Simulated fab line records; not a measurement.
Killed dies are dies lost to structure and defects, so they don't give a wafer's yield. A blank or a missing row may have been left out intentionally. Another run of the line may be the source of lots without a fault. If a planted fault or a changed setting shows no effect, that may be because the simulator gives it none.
Struck lot and sound lot, side by side || flow sky130 || 15 out of 708 route steps
Sound: wafers L825.2, L825.4, L825.6. Struck: wafer L833.6; the same lot's L833.1 was not struck, so it is left out; see the end for the cause.
Per side, at each step with rows, come the tool, then ch with its chambers, and then its first start. Under that, the readings that differ: sound wafers || struck wafers || difference of the means || sigmas: that difference in standard deviations of wafers without a fault.
alike: readings whose means differ by less than 2 such deviations, and words and numbers that are the same on both sides. not compared: withheld readings, readings that some wafer has no value for, bounds like >300 that may hide the same value, and numbers for which the record gives no deviation and whose values overlap.
The two part at a step that has a row with sigmas, a row that says differs or no value, or rows on one side only. Numbers that have no deviation but don't overlap get no sigmas and don't part them. A reading that every wafer of one side lacks parts them only if that side has two wafers or more.

first, 4 steps without rows for these wafers: SKY_DNWELL_EXPOSE_04 (exposes mask DNM, target cd 3000 nm); SKY_DNWELL_PEB_05; SKY_DNWELL_DEVELOP_06 (develop time 60 s); SKY_DNWELL_IMPLANT_07.
SKY_DNWELL_STRIP_08: strips in O2/N2.
  sound on plasma-asher-01 ch 0,1, day 3 18:13; struck on plasma-asher-03 ch 1, day 5 16:19
  alike: drypump-motor-current-A, oes-product-au, strip-time-to-endpoint-s
  not compared: rf-hours-counter-h
SKY_DNWELL_TW_MEAS_09:
  struck on film-metro-02, day 5 16:25; sound on film-metro-02, day 3 18:19
  alike: DNWELL_TW
then, 6 steps without rows for these wafers: SKY_PWDE_DEHYDRATE_00 (time 60 s); SKY_PWDE_HMDS_01 (prime time 60 s); SKY_PWDE_COAT_02 (resist thk 3000 nm); SKY_PWDE_SOFTBAKE_03; SKY_PWDE_EXPOSE_04 (exposes mask PWDEM, target cd 840 nm); SKY_PWDE_PEB_05.
SKY_PWDE_DEVELOP_06: develop time 60 s.
  sound on litho-track-02 ch 0, day 4 10:00; struck on litho-track-02 ch 0, day 6 10:00
SKY_PWDE_OVL_MEAS_07:
  struck on overlay-01, day 6 10:31; sound on overlay-02, day 4 11:01
  not compared: PWDE_OVL
then, 1 step without rows for these wafers: SKY_PWDE_IMPLANT_08.

## WHERE THEY PART
Nowhere in this record.

WHY: what had been put in by the simulator
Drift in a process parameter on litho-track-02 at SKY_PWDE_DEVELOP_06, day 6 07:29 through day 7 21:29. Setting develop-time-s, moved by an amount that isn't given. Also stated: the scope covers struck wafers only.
